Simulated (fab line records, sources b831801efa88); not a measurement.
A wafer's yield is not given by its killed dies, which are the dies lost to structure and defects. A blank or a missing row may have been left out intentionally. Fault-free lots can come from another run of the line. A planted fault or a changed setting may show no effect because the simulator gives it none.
A sampling plan put to the test	flow sky130	one line in one fab, 59 faults in these records, each fault weighed on the records of the lots it struck
What counts as the plan is the set of the line's own looks, namely the steps on the route at which a gauge or an inspection reads a wafer and does not change it. A look is open to judgement when struck wafers have a number at it and the file gives its usual mean and standard deviation on fault-free wafers. Caught: 4 or more of those standard deviations (sigma) separate the usual mean from the mean of the struck wafers at a look after the fault's first step. On the tool: the fault's steps, tested the same way using the tool's own readings. If the struck wafers alone have a blank record, or they carry another recipe, that too counts as caught.

THE FAULTS, as the simulator had put them in
1. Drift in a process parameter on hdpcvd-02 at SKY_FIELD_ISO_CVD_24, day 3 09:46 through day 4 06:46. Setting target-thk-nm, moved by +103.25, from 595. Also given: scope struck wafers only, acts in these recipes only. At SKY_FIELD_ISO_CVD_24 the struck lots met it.
2. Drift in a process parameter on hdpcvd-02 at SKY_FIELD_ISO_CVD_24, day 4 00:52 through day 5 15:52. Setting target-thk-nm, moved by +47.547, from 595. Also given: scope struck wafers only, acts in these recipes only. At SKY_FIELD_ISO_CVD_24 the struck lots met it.
3. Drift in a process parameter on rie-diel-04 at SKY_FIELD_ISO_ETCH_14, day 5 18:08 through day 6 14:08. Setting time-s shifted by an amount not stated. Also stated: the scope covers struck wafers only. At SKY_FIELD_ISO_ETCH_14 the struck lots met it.
4. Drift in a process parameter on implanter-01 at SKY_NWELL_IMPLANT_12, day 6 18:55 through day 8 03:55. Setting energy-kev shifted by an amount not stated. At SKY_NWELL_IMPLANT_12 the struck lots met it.
5. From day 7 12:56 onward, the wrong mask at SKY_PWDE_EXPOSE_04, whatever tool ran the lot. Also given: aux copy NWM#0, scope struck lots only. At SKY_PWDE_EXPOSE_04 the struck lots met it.
6. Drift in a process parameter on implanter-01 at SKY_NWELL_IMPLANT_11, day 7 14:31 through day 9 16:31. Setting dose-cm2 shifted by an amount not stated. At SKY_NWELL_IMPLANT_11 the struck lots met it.
7. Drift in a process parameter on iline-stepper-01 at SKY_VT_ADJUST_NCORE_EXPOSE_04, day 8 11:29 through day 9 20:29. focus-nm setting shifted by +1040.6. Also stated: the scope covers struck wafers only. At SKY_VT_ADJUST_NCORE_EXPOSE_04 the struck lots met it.
8. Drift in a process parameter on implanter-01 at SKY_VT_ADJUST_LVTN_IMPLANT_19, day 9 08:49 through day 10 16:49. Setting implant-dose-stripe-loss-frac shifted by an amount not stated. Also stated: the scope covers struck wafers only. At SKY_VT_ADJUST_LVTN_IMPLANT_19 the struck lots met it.
9. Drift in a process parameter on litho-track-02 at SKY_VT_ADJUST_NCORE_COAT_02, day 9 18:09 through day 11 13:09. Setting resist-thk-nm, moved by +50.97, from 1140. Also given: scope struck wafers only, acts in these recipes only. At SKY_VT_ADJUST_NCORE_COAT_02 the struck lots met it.
10. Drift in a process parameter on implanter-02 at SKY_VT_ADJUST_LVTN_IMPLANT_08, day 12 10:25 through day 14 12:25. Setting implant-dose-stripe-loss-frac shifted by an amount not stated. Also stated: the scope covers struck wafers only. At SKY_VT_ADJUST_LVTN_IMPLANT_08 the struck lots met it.
11. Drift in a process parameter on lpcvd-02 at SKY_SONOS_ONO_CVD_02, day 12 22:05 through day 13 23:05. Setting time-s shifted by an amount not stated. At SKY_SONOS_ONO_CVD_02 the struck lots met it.
12. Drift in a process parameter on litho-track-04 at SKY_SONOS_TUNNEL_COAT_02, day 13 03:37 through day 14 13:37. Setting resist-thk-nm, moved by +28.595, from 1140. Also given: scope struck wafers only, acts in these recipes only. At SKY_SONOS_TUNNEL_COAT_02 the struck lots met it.
13. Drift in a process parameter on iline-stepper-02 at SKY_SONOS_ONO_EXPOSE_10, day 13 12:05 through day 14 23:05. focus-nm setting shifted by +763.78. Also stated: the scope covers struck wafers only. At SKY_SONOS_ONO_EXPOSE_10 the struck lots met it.
14. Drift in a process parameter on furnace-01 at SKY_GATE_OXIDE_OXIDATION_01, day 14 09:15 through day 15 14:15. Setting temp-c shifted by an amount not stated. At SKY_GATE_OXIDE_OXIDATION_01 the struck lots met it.
15. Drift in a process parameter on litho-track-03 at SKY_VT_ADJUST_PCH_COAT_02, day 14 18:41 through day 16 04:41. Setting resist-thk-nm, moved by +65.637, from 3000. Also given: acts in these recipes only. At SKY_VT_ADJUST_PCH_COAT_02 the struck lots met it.
16. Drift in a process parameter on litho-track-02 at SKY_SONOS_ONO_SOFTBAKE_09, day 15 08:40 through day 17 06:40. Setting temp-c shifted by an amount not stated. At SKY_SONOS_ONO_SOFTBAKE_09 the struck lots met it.
17. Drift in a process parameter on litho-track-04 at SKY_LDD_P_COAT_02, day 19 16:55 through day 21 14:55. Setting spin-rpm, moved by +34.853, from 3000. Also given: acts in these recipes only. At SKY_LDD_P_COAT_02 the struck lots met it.
18. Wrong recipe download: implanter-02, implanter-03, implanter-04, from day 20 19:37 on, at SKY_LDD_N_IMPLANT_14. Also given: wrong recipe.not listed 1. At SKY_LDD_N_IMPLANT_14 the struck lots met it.
19. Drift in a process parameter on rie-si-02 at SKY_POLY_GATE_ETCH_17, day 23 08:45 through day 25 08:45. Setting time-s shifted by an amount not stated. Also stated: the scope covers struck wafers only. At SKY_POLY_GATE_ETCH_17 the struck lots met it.
20. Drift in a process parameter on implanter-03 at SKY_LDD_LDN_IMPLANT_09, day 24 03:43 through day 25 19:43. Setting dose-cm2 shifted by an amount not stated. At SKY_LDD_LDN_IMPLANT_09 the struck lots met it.
21. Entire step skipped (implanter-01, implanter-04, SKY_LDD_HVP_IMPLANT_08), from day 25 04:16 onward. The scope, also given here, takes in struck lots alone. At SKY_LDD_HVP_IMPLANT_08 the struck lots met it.
22. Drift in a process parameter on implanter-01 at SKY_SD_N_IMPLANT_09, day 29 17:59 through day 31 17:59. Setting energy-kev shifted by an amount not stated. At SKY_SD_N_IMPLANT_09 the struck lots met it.
23. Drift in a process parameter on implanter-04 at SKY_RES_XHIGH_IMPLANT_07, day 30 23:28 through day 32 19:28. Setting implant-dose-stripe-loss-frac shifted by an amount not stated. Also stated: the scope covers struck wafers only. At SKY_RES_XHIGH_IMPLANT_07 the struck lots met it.
24. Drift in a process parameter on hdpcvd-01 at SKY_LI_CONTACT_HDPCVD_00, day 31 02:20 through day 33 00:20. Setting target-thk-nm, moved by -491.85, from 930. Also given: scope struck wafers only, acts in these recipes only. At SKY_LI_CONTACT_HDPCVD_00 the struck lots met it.
25. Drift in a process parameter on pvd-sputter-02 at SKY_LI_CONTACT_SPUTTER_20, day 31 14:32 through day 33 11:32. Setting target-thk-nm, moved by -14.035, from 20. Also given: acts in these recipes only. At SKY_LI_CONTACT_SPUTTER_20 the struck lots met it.
26. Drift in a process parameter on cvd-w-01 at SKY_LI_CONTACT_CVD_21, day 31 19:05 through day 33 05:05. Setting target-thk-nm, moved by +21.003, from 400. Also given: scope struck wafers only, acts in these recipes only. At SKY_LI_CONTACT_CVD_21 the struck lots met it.
27. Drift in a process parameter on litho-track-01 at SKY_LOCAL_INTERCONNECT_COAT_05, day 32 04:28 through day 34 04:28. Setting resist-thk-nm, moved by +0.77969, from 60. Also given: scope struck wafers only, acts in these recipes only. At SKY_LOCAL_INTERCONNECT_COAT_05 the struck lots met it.
28. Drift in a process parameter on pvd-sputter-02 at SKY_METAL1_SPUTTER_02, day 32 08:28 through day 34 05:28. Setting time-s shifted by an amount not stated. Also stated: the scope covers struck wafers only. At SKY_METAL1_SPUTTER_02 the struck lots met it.
29. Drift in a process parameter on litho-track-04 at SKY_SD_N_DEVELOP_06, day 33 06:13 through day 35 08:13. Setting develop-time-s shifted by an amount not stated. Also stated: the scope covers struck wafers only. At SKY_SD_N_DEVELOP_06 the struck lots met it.
30. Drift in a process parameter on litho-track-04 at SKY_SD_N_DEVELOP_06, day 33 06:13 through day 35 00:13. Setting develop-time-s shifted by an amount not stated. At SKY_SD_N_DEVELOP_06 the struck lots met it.
31. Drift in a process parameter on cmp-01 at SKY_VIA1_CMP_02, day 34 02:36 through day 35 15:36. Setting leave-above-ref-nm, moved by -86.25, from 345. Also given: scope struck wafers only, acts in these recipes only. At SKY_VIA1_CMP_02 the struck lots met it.
32. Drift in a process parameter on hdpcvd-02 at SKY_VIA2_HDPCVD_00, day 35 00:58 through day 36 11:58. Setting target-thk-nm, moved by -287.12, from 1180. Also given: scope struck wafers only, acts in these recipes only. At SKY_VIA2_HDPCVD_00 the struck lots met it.
33. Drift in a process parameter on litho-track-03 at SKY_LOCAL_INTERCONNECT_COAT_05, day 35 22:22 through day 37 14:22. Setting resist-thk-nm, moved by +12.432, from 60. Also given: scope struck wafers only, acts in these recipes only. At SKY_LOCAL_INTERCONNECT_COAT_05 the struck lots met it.
34. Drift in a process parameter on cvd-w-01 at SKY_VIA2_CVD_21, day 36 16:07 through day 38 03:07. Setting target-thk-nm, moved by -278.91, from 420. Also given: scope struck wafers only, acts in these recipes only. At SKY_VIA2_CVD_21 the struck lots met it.
35. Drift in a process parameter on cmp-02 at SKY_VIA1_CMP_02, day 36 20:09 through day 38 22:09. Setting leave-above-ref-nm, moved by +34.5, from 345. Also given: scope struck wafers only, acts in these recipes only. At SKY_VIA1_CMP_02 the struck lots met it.
36. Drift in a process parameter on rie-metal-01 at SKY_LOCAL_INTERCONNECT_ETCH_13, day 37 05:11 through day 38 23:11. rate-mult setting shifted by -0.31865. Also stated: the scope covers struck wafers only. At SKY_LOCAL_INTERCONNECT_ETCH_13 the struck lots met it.
37. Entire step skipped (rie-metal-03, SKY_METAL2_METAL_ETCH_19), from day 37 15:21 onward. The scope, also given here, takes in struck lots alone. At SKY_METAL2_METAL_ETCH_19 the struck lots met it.
38. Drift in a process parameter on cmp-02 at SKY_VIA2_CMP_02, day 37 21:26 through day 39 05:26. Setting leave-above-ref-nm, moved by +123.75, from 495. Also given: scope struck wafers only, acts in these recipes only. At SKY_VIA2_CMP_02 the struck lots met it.
39. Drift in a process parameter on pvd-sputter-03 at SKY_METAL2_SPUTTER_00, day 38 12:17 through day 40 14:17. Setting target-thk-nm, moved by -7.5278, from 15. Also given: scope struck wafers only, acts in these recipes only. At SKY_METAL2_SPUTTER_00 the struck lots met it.
40. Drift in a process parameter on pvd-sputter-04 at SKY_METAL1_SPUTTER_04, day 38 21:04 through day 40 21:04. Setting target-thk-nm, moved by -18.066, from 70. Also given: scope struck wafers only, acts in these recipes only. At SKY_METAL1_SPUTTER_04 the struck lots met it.
41. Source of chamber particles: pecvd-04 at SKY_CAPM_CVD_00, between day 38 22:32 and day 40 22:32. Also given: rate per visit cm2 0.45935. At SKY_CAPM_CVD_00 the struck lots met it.
42. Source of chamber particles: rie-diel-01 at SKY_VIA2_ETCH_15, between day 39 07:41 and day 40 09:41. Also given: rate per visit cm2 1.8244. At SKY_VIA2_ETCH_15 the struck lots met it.
43. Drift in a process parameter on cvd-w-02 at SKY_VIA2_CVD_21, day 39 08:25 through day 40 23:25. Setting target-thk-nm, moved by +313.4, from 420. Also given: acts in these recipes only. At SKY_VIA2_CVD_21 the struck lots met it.
44. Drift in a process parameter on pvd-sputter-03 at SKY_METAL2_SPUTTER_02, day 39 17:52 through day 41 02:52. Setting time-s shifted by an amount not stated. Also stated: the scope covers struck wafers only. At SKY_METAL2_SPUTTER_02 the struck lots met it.
45. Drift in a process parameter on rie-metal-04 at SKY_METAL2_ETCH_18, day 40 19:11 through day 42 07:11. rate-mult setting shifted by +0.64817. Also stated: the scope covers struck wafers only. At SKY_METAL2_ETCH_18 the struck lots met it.
46. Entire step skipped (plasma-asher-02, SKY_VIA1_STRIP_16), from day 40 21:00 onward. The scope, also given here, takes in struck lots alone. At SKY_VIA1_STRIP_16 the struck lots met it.
47. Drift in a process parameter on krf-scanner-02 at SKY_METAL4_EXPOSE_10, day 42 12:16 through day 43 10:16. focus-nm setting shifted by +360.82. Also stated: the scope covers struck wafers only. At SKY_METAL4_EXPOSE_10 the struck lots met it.
48. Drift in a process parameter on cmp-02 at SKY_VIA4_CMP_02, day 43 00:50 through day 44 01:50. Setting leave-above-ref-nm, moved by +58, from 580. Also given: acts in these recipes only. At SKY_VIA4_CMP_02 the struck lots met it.
49. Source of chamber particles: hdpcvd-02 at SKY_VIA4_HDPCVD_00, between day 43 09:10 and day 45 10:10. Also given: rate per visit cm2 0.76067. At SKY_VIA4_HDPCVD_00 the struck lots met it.
50. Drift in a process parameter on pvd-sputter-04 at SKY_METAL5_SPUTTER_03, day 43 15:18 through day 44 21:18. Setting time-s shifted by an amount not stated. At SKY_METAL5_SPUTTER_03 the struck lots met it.
51. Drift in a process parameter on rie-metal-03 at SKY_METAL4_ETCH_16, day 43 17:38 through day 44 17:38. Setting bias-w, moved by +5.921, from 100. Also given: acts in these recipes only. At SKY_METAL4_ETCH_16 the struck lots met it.
52. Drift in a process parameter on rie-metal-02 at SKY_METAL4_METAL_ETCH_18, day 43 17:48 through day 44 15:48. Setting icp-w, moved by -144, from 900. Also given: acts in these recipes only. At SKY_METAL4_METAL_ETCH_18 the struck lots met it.
53. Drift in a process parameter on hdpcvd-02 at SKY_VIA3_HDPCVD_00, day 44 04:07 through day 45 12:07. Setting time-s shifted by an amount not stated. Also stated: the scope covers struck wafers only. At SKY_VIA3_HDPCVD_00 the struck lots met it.
54. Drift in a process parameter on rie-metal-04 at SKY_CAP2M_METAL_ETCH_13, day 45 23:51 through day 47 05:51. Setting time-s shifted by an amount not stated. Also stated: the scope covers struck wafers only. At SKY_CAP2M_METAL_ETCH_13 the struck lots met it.
55. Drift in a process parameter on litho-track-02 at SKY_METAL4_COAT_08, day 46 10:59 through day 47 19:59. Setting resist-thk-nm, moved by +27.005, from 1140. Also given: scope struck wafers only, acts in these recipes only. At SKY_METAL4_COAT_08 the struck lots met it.
56. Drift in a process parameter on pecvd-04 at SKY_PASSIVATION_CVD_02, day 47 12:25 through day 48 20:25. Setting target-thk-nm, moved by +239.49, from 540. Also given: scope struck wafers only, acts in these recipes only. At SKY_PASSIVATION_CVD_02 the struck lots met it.
57. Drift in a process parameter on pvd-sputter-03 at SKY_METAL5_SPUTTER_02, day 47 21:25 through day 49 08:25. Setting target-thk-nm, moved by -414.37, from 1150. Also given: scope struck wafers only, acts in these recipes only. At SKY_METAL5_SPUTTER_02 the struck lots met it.
58. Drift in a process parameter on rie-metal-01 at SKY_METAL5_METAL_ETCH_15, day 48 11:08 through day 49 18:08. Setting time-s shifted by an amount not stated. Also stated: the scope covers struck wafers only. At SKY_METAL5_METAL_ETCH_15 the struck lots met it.
59. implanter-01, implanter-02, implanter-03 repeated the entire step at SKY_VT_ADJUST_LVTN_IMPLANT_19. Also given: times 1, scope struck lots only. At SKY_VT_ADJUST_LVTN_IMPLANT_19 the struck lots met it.

WHAT THE PLAN SAW
fault	on the tool itself	first look that catches it	reading, sigma	median hours from its first step to that look	hours from the fault's start to the first struck lot there	judged looks passed uncaught
1	no reading that can be judged	SKY_FIELD_ISO_THK_MEAS_25	FIELD_ISO_CVD_24_THK +17	0.1	4	0
2	under 2 sigma	SKY_FIELD_ISO_THK_MEAS_25	FIELD_ISO_CVD_24_THK +8.0	0.1	7	0
3	oes-product-au +15 sigma	no look after it can be judged	-	-	-	0
4	beam-energy-keV -99 or beyond sigma	no look after it can be judged	-	-	-	0
5	no reading that can be judged	SKY_PWDE_TW_MEAS_10	PWDE_TW -99 or beyond	9.1	9	0
6	dose-ions-cm2 -99 or beyond sigma	SKY_NWELL_TW_MEAS_15	NWELL_TW -21	0.5	12	0
7	no reading that can be judged	SKY_VT_ADJUST_NCORE_CD_MEAS_07	cd-nm -10	10.2	14	0
8	no reading that can be judged	none of the 7 looks that can be judged after it	-	-	-	7
9	under 2 sigma	no look after it can be judged	-	-	-	0
10	no reading that can be judged	SKY_VT_ADJUST_LVTN_TW_MEAS_10	VT_ADJUST_LVTN_TW -4.2	0.2	6	0
11	no reading that can be judged	SKY_SONOS_ONO_THK_MEAS_03	SONOS_ONO_CVD_02_THK +7.2	1.1	6	0
12	under 2 sigma	not the one look that can be judged after it	-	-	-	1
13	no reading that can be judged	SKY_SONOS_ONO_CD_MEAS_13	cd-nm -28	12.9	20	0
14	tube-center-temp-C -73 sigma	SKY_GATE_OXIDE_THK_MEAS_02	GATE_OXIDE_OXIDATION_00_THK -4.5	1.4	13	0
15	under 2 sigma	not the one look that can be judged after it	-	-	-	1
16	heater-power-total-W +58 sigma	no look after it can be judged	-	-	-	0
17	spin-speed-rpm +17 sigma	not the one look that can be judged after it	-	-	-	1
18	under 2 sigma	no look after it can be judged	-	-	-	0
19	run-length-s +45 sigma	no look after it can be judged	-	-	-	0
20	dose-ions-cm2 -99 or beyond sigma	SKY_LDD_LDN_TW_MEAS_13	LDD_LDN_TW -9.6	0.5	2	0
21	the tool's record is blank for the struck wafers	SKY_LDD_HVP_TW_MEAS_10	LDD_HVP_TW -99 or beyond	0.2	6	0
22	beam-energy-keV -99 or beyond sigma	SKY_SD_N_TW_MEAS_12	SD_N_TW -4.0	0.4	8	0
23	no reading that can be judged	none of the 9 looks that can be judged after it	-	-	-	9
24	no reading that can be judged	SKY_LI_CONTACT_THK_MEAS_01	LI_CONTACT_HDPCVD_THK -48	0.1	9	0
25	under 2 sigma	none of the 3 looks that can be judged after it	-	-	-	3
26	under 2 sigma	none of the 3 looks that can be judged after it	strongest: LI_CONTACT_W_RS at SKY_LI_CONTACT_RS_MEAS_22, -3.6	-	-	3
27	under 2 sigma	none of the 2 looks that can be judged after it	-	-	-	2
28	under 2 sigma	SKY_METAL1_RS_MEAS_05	METAL1_ALCU_RS -12	0.1	18	0
29	under 2 sigma	SKY_SD_N_CD_MEAS_07	cd-nm -11	0.1	14	0
30	no reading that can be judged	SKY_SD_N_CD_MEAS_07	cd-nm -52	0.1	14	0
31	under 2 sigma	no look after it can be judged	-	-	-	0
32	under 2 sigma	SKY_VIA2_THK_MEAS_01	VIA2_HDPCVD_THK -29	0.1	20	0
33	under 2 sigma	none of the 2 looks that can be judged after it	-	-	-	2
34	under 2 sigma	SKY_VIA2_RS_MEAS_22	VIA2_W_RS +99 or beyond	0.1	9	0
35	under 2 sigma	none of the 2 looks that can be judged after it	-	-	-	2
36	oes-product-au -10 sigma	none of the 3 looks that can be judged after it	-	-	-	3
37	the tool's record is blank for the struck wafers	no look after it can be judged	-	-	-	0
38	under 2 sigma	not the one look that can be judged after it	-	-	-	1
39	under 2 sigma	no look after it can be judged	-	-	-	0
40	under 2 sigma	not the one look that can be judged after it	strongest: METAL1_ALCU_THK at SKY_METAL1_THK_MEAS_06, +3.0	-	-	1
41	under 2 sigma	none of the 2 looks that can be judged after it	-	-	-	2
42	under 2 sigma	no look after it can be judged	-	-	-	0
43	under 2 sigma	SKY_VIA2_RS_MEAS_22	VIA2_W_RS -41	0.1	6	0
44	under 2 sigma	none of the 2 looks that can be judged after it	strongest: METAL2_ALCU_THK at SKY_METAL2_THK_MEAS_06, +3.9	-	-	2
45	under 2 sigma	no look after it can be judged	-	-	-	0
46	no reading that can be judged	no look after it can be judged	-	-	-	0
47	no reading that can be judged	SKY_METAL4_CD_MEAS_13	cd-nm -40	11.6	14	0
48	under 2 sigma	not the one look that can be judged after it	-	-	-	1
49	no reading that can be judged	no look after it can be judged	-	-	-	0
50	under 2 sigma	no look after it can be judged	-	-	-	0
51	bias-w +16 sigma	no look after it can be judged	-	-	-	0
52	rf-fwd-power-W -50 sigma	not the one look that can be judged after it	-	-	-	1
53	run-length-s -99 or beyond sigma	SKY_VIA3_THK_MEAS_01	VIA3_HDPCVD_THK -58	0.2	4	0
54	run-length-s -12 sigma	no look after it can be judged	-	-	-	0
55	no reading that can be judged	no look after it can be judged	-	-	-	0
56	under 2 sigma	SKY_PASSIVATION_THK_MEAS_03	PASSIVATION_CVD_02_THK +36	0.1	25	0
57	under 2 sigma	SKY_METAL5_RS_MEAS_05	METAL5_ALCU_RS +58	0.2	4	0
58	run-length-s -34 sigma	no look after it can be judged	-	-	-	0
59	no reading that can be judged	SKY_VT_ADJUST_LVTN_TW_MEAS_21	VT_ADJUST_LVTN_2_TW +36	0.6	-	0
A dash: the fault is not caught, or the number is missing from these records.

Caught at a look: 24 of 59. Caught on the tool: 17 of 59. By one or the other: 35 of 59.
On the tool alone, faults 3, 4, 16, 17, 19, 36, 37, 51, 52, 54, 58 were caught.
Caught at a look alone: faults 1, 2, 5, 7, 10, 11, 13, 24, 28, 29, 30, 32, 34, 43, 47, 56, 57, 59.
Caught by neither: faults 8, 9, 12, 15, 18, 23, 25, 26, 27, 31, 33, 35, 38, 39, 40, 41, 42, 44, 45, 46, 48, 49, 50, 55.

THINNER SAMPLING
Were the look that catches a fault to measure just every second or every third lot (counted by lot number), the first struck lot would, at worst, be measured this late:
fault	struck lots at that look, in order of time	every lot	every second lot	every third lot
1	L784, L785, L786	4 h	11 h	19 h
2	L256	7 h	may miss it	may miss it
5	L207	9 h	may miss it	may miss it
6	L392, L395	12 h	42 h	may miss all 2
7	L384, L386, L387	14 h	36 h	may miss all 3
10	L853, L855, L854	6 h	18 h	18 h
11	L132, L133	6 h	18 h	may miss all 2
13	L704, L705	20 h	32 h	may miss all 2
14	L586, L588	13 h	may miss all 2	may miss all 2
20	L622, L625	2 h	36 h	may miss all 2
21	L432, L433, L434	6 h	12 h	38 h
22	L481, L486	8 h	44 h	may miss all 2
24	L937, L938, L939	9 h	13 h	39 h
28	L990, L992	18 h	may miss all 2	may miss all 2
29	L667, L666, L670	14 h	16 h	may miss all 3
30	L737, L736	14 h	16 h	may miss all 2
32	L471, L472	20 h	27 h	may miss all 2
34	L737, L738, L740	9 h	16 h	may miss all 3
43	L476, L477	6 h	9 h	may miss all 2
47	L922, L923, L924	14 h	25 h	33 h
53	L728, L729, L734	4 h	12 h	may miss all 3
56	L351	25 h	may miss it	may miss it
57	L487	4 h	may miss it	may miss it
Hours: fault start to first struck lot measured. 4 sigma limit: tested on the pooled struck wafers, so a lone lot may be under it. Other struck lots may not be in these records.

THE LONGEST TIMED WAY FROM STEP TO LOOK
In fault 13, a median of 12.9 hours elapses between SKY_SONOS_ONO_EXPOSE_10 and SKY_SONOS_ONO_CD_MEAS_13. No look between them can be judged.
